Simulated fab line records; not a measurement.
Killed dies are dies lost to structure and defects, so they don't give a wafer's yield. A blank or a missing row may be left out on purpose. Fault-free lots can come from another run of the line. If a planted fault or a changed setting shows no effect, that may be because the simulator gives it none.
Check for tools in common    flow gf180mcu    39 wafers sampled across 13 lots

## WHAT PROMPTED THE OPENING
Of 13 lots, 2 have the reading MVPSD_RS flagged at GF_VT_IMPLANT_RS_MEAS_49. No-fault wafers: 1169.1 ohm/sq, standard deviation 2.5.
Rule: a lot is flagged when every wafer of it that has a number lies more than 4 standard deviations from that mean, or none has a number. All remaining lots are regarded as sound.

lot   measured      on             MVPSD_RS (ohm/sq), wafer by wafer  flag
L169  day 7 13:48   film metro-04  1168.8 1167.6 1167.0               
L171  day 8 01:07   film metro-01  1163.8 1163.5 1163.7               
L173  day 8 15:17   film metro-01  1169.1 1169.4 1168.2               
L175  day 9 03:55   film metro-01  1168.4 1168.0 1169.0               
L179  day 10 12:30  film metro-01  1093.3 1089.0 1093.1               FLAGGED
L180  day 11 00:03  film metro-01  1092.8 1090.3 1091.5               FLAGGED
L181  day 11 11:40  film metro-03  1168.1 1170.7 1169.7               
L183  day 11 17:47  film metro-01  1167.1 1169.2 1167.8               
L184  day 12 00:28  film metro-04  1169.6 1172.1 1173.4               
L186  day 12 17:16  film metro-01  1169.5 1169.3 1169.7               
L188  day 12 21:12  film metro-01  1173.1 1172.1 1172.6               
L191  day 13 16:20  film metro-01  1168.3 1165.7 1168.4               
L192  day 14 00:17  film metro-03  1169.5 1170.2 1167.9               
The numbers of the flagged lots are 1091.7 ohm/sq on average: -77.4 ohm/sq against the usual, or -31 standard deviations.

## WHICH TOOL EACH LOT WENT THROUGH
The record holds 3 process steps before the reading, out of a route of 602 steps. Read each cell as the tool, then ch plus the chambers that the sampled wafers visited, then the start.
lot   flag     GF_DNWELL_STRIP_08                   GF_LVPWELL_STRIP_10                  GF_MVPSD_IMPLANT_09
L169           plasma asher-01 ch 0,1, day 2 18:49  plasma asher-03 ch 0,1, day 3 20:14  implanter-02 ch 0, day 4 23:20
L171           plasma asher-02 ch 0,1, day 3 05:19  plasma asher-01 ch 0,1, day 4 08:03  implanter-04 ch 0, day 5 10:51
L173           plasma asher-04 ch 0,1, day 3 15:12  plasma asher-04 ch 1, day 4 17:48    implanter-02 ch 0, day 5 21:43
L175           plasma asher-02 ch 0,1, day 4 01:50  plasma asher-01 ch 0,1, day 5 05:50  implanter-01 ch 0, day 6 11:19
L179  FLAGGED  plasma asher-04 ch 0,1, day 5 03:53  plasma asher-01 ch 0,1, day 6 09:00  implanter-01 ch 0, day 7 17:05
L180  FLAGGED  plasma asher-02 ch 1, day 5 12:38    plasma asher-03 ch 0,1, day 6 19:42  implanter-01 ch 0, day 8 03:35
L181           plasma asher-01 ch 0,1, day 5 19:41  plasma asher-01 ch 0,1, day 7 03:34  implanter-04 ch 0, day 8 11:25
L183           plasma asher-01 ch 0, day 6 02:59    plasma asher-01 ch 0,1, day 7 10:51  implanter-02 ch 0, day 8 18:42
L184           plasma asher-01 ch 0,1, day 6 06:58  plasma asher-04 ch 0,1, day 7 14:21  implanter-04 ch 0, day 8 23:35
L186           plasma asher-02 ch 0,1, day 6 21:02  plasma asher-03 ch 0,1, day 8 05:26  implanter-02 ch 0, day 9 14:35
L188           plasma asher-01 ch 0,1, day 7 00:17  plasma asher-01 ch 0,1, day 8 07:38  implanter-04 ch 0, day 9 17:47
L191           plasma asher-02 ch 0,1, day 7 16:20  plasma asher-03 ch 0,1, day 9 00:43  implanter-02 ch 0, day 10 10:38
L192           plasma asher-04 ch 0,1, day 7 20:53  plasma asher-03 ch 0,1, day 9 06:07  implanter-02 ch 0, day 10 17:41
What these steps do:
- GF_DNWELL_STRIP_08: strips in O2/N2.
- GF_LVPWELL_STRIP_10: strips in O2/N2.
- GF_MVPSD_IMPLANT_09
- GF_VT_IMPLANT_RS_MEAS_49: measures by four-point-probe.

## FLAGGED AGAINST TOTAL, ONE TOOL AT A TIME (gauges that did the reading follow at the end)
step                      tool             lots run  flagged  share of the flagged lots  sound lots run after its first flagged lot
GF_DNWELL_STRIP_08        plasma asher-01  5         0        none                       -
GF_DNWELL_STRIP_08        plasma asher-02  5         1        some                       2 (L186,L191)
GF_DNWELL_STRIP_08        plasma asher-04  3         1        some                       1 (L192)
GF_LVPWELL_STRIP_10       plasma asher-01  6         1        some                       3 (L181,L183,L188)
GF_LVPWELL_STRIP_10       plasma asher-03  5         1        some                       3 (L186,L191,L192)
GF_LVPWELL_STRIP_10       plasma asher-04  2         0        none                       -
GF_MVPSD_IMPLANT_09       implanter-01     3         2        all                        0
GF_MVPSD_IMPLANT_09       implanter-02     6         0        none                       -
GF_MVPSD_IMPLANT_09       implanter-04     4         0        none                       -
GF_VT_IMPLANT_RS_MEAS_49  film metro-01    9         2        all                        4 (L183,L186,L188,L191)
GF_VT_IMPLANT_RS_MEAS_49  film metro-03    2         0        none                       -
GF_VT_IMPLANT_RS_MEAS_49  film metro-04    2         0        none                       -

## WHAT THE TABLE ALLOWS
Table rows that saw every flagged lot: 2, namely implanter-01 at GF_MVPSD_IMPLANT_09 and film metro-01 at GF_VT_IMPLANT_RS_MEAS_49.
- implanter-01 at GF_MVPSD_IMPLANT_09: 2 of its 3 lots flagged. Its last sound lot is L175 (day 6 11:19), its first flagged lot L179 (day 7 17:05): a fault that began between those two fits. Its own readings (dose ions cm2, faraday current uA) fall more than 4 standard deviations out on all wafers of the flagged lots.
- film metro-01 at GF_VT_IMPLANT_RS_MEAS_49: 2 of its 9 lots flagged. Sound lots followed the first flagged one (L183, L186, L188, L191) on it, something a lasting fault affecting the whole tool could not allow.
What remains is a single tool, implanter-01 at GF_MVPSD_IMPLANT_09.

## WHAT THE SIMULATOR HAD INSERTED
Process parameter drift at GF_MVPSD_IMPLANT_09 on implanter-01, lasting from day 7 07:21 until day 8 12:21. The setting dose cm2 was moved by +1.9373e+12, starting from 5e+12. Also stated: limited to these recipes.
Struck lots among those shown: L179, L180. The rule given above showed the same thing.
